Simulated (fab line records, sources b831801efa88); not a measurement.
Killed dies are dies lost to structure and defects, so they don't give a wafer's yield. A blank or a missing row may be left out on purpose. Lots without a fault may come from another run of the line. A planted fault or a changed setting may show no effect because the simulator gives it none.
Which tool did it? | flow gf180mcu | 13 lots, 39 wafers sampled, at 3 steps of a route of 602

WHAT THE GAUGES READ, wafer by wafer
GF_LVPWELL_TW_MEAS_11.
lot  | measured    | on            | LVPWELL_TW
L623 | day 4 03:01 | film_metro-04 | 569 568 569
L624 | day 4 10:05 | film_metro-04 | 568 571 572
L625 | day 4 13:53 | film_metro-01 | 562 559 562
L626 | day 4 18:34 | film_metro-01 | 561 559 557
L628 | day 5 04:46 | film_metro-04 | 564 565 566
L631 | day 6 11:42 | film_metro-04 | 571 569 572
L635 | day 7 05:04 | film_metro-01 | 559 560 561
L636 | day 7 09:34 | film_metro-01 | 557 558 559
L637 | day 7 11:41 | film_metro-01 | 558 561 559
L638 | day 7 16:31 | film_metro-01 | 580 583 578
L639 | day 7 21:34 | film_metro-01 | 557 560 557
L640 | day 8 01:46 | film_metro-01 | 577 575 577
L644 | day 9 03:28 | film_metro-03 | 567 566 565

GF_VT_IMPLANT_RS_MEAS_48: measures by four-point-probe.
lot  | measured     | on            | LVPWELL_RS (ohm/sq)
L623 | day 7 16:46  | film_metro-03 | 1200 1200 1200
L624 | day 8 02:42  | film_metro-01 | 1193 1193 1196
L625 | day 8 08:25  | film_metro-03 | 1202 1201 1197
L626 | day 8 15:08  | film_metro-03 | 1202 1201 1199
L628 | day 9 03:26  | film_metro-01 | 1192 1194 1193
L631 | day 10 15:19 | film_metro-01 | 1193 1193 1197
L635 | day 11 12:49 | film_metro-01 | 1195 1194 1196
L636 | day 11 18:17 | film_metro-04 | 1196 1197 1194
L637 | day 11 19:52 | film_metro-04 | 1201 1201 1200
L638 | day 12 03:47 | film_metro-03 | 1122 1120 1119
L639 | day 12 09:02 | film_metro-03 | 1190 1193 1193
L640 | day 12 14:42 | film_metro-04 | 1122 1121 1123
L644 | day 13 21:23 | film_metro-04 | 1195 1194 1194

WHICH TOOL RAN EACH LOT (tool, then ch and the chambers of the sampled wafers, then the start)
lot  | GF_LVPWELL_IMPLANT_08
L623 | implanter-01 ch 0, day 4 02:37
L624 | implanter-04 ch 0, day 4 09:41
L625 | implanter-03 ch 0, day 4 13:29
L626 | implanter-04 ch 0, day 4 18:11
L628 | implanter-03 ch 0, day 5 04:24
L631 | implanter-01 ch 0, day 6 11:18
L635 | implanter-03 ch 0, day 7 04:40
L636 | implanter-03 ch 0, day 7 09:11
L637 | implanter-04 ch 0, day 7 11:17
L638 | implanter-03 ch 0, day 7 16:08
L639 | implanter-04 ch 0, day 7 21:11
L640 | implanter-03 ch 0, day 8 01:24
L644 | implanter-01 ch 0, day 9 03:05
- GF_LVPWELL_IMPLANT_08

WHAT THE TOOLS THEMSELVES READ (means of the sampled wafers that have a number; where no wafer has one, the mark that the record gives instead)
GF_LVPWELL_IMPLANT_08.
lot  | tool         | beam_on_s (s) | faraday_current_uA
L623 | implanter-01 | 10.17         | 83.5
L624 | implanter-04 | 10.03         | 84.4
L625 | implanter-03 | 10.01         | 84.6
L626 | implanter-04 | 10.06         | 83.9
L628 | implanter-03 | 9.98          | 84.6
L631 | implanter-01 | 10.05         | 84.1
L635 | implanter-03 | 9.89          | 85.3
L636 | implanter-03 | 10.08         | 83.9
L637 | implanter-04 | 9.91          | 85.3
L638 | implanter-03 | 11.56         | 73.2
L639 | implanter-04 | 10.11         | 83.7
L640 | implanter-03 | 11.47         | 73.5
L644 | implanter-01 | 10.03         | 84.6

THE ANSWER, worked out from the rows above alone
Rule: what is usual is taken from the lots themselves. Put in order of their means at a reading, lots are off if they are a third of the lots or fewer, leave a main group of 4 or more, and stand apart from it by a gap of 3 or more times the standard deviation of the main group's means; of several such gaps the widest counts. A main group whose means are all the same, to the digits that the tables above print for the reading, isn't used. A lot without any number at a reading at which 4 lots or more have one is off too. The other lots that the step has rows for count as sound. The gauges are gone through in route order, then the tools' own readings, and for those a lot's mean is taken as printed above. The first step at which some lot is off is used, and at that step the reading that is off furthest; a lot without a number counts as furthest.
Off: L638, L640, at GF_VT_IMPLANT_RS_MEAS_48 (LVPWELL_RS). The main group: mean 1196 ohm/sq, standard deviation 3.2.
A tool fits if, at a process step before that reading, it ran every lot that is off, and no sound lot after the first of them. The gauges at GF_VT_IMPLANT_RS_MEAS_48 aren't tried: what is off there is off at GF_LVPWELL_IMPLANT_08 too, on other tools, and a gauge's error can't cause that. One fits: implanter-03 at GF_LVPWELL_IMPLANT_08. Its last sound lot is L636 (day 7 09:11), its first lot that is off L638 (day 7 16:08): a fault that began between those two fits.
The tool's own readings at GF_LVPWELL_IMPLANT_08 bear it out: on the lots that are off they differ by more than 5 times the standard deviation of the sound lots' means. beam_on_s reads 11.52 s there against 10.03 s on the sound lots; faraday_current_uA reads 73.3 there against 84.4 on the sound lots.

WHAT THE SIMULATOR HAD PUT IN
Process parameter drift: implanter-03, from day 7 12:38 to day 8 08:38, at GF_LVPWELL_IMPLANT_08. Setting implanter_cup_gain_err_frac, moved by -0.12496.
Lots struck among those shown: L638, L640. The rule above found the same.
